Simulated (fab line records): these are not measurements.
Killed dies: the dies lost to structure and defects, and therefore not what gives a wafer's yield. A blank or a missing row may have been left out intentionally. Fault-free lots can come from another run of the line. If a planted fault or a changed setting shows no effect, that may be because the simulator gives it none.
Which of the tools did it? :: flow sky130 :: 7 lots, 21 wafers sampled, at 2 steps of a route of 708

WHAT THE GAUGES SHOWED, per wafer
SKY_VIA1_CD_MEAS_12: the cd target is 150 nm.
lot: L933
measured: day 34 10:52
on: cd sem-02
cd nm (nm): 151.8 151.2 152.8

lot: L938
measured: day 35 23:47
on: cd sem-02
cd nm (nm): 150.2 151.4 151.2

lot: L939
measured: day 36 08:14
on: cd sem-02
cd nm (nm): 150.5 150.2 151.7

lot: L942
measured: day 36 23:28
on: cd sem-01
cd nm (nm): 148.1 149.5 148.4

lot: L945
measured: day 37 21:13
on: cd sem-02
cd nm (nm): 147.1 149.6 147.5

lot: L949
measured: day 39 01:20
on: cd sem-02
cd nm (nm): 150.8 149.7 148.5

lot: L956
measured: day 40 17:58
on: cd sem-01
cd nm (nm): 149.7 149.9 148.8

WHICH TOOL RAN EACH LOT (tool, then ch and the chambers of the sampled wafers, then the start)
lot: L933
SKY_METAL1_STRIP_20: plasma asher-02 ch 0,1, day 33 08:14

lot: L938
SKY_METAL1_STRIP_20: plasma asher-02 ch 0, day 34 21:00

lot: L939
SKY_METAL1_STRIP_20: plasma asher-02 ch 0,1, day 35 06:47

lot: L942
SKY_METAL1_STRIP_20: plasma asher-04 ch 0,1, day 35 20:31

lot: L945
SKY_METAL1_STRIP_20: plasma asher-03 ch 0,1, day 36 18:05

lot: L949
SKY_METAL1_STRIP_20: plasma asher-02 ch 0,1, day 37 23:25

lot: L956
SKY_METAL1_STRIP_20: plasma asher-04 ch 0,1, day 39 16:00
- SKY_METAL1_STRIP_20: strips in O2/N2.

THE ANSWER, worked out from the rows above alone
Rule: the lots themselves supply what counts as usual. Put in order of their means at a reading, lots are off if they are a third of the lots or fewer, leave a main group of 4 or more, and stand apart from it by a gap of 3 or more times the standard deviation of the main group's means; of several such gaps the widest counts. A main group is skipped when, at the precision printed for the reading in the tables above, its means are all equal. Also off: a lot with no number at a reading for which 4 or more lots have one. The other lots that the step has rows for count as sound.
No lot is off at any reading shown: from this, nothing can be told.

WHAT HAD BEEN PUT IN BY THE SIMULATOR
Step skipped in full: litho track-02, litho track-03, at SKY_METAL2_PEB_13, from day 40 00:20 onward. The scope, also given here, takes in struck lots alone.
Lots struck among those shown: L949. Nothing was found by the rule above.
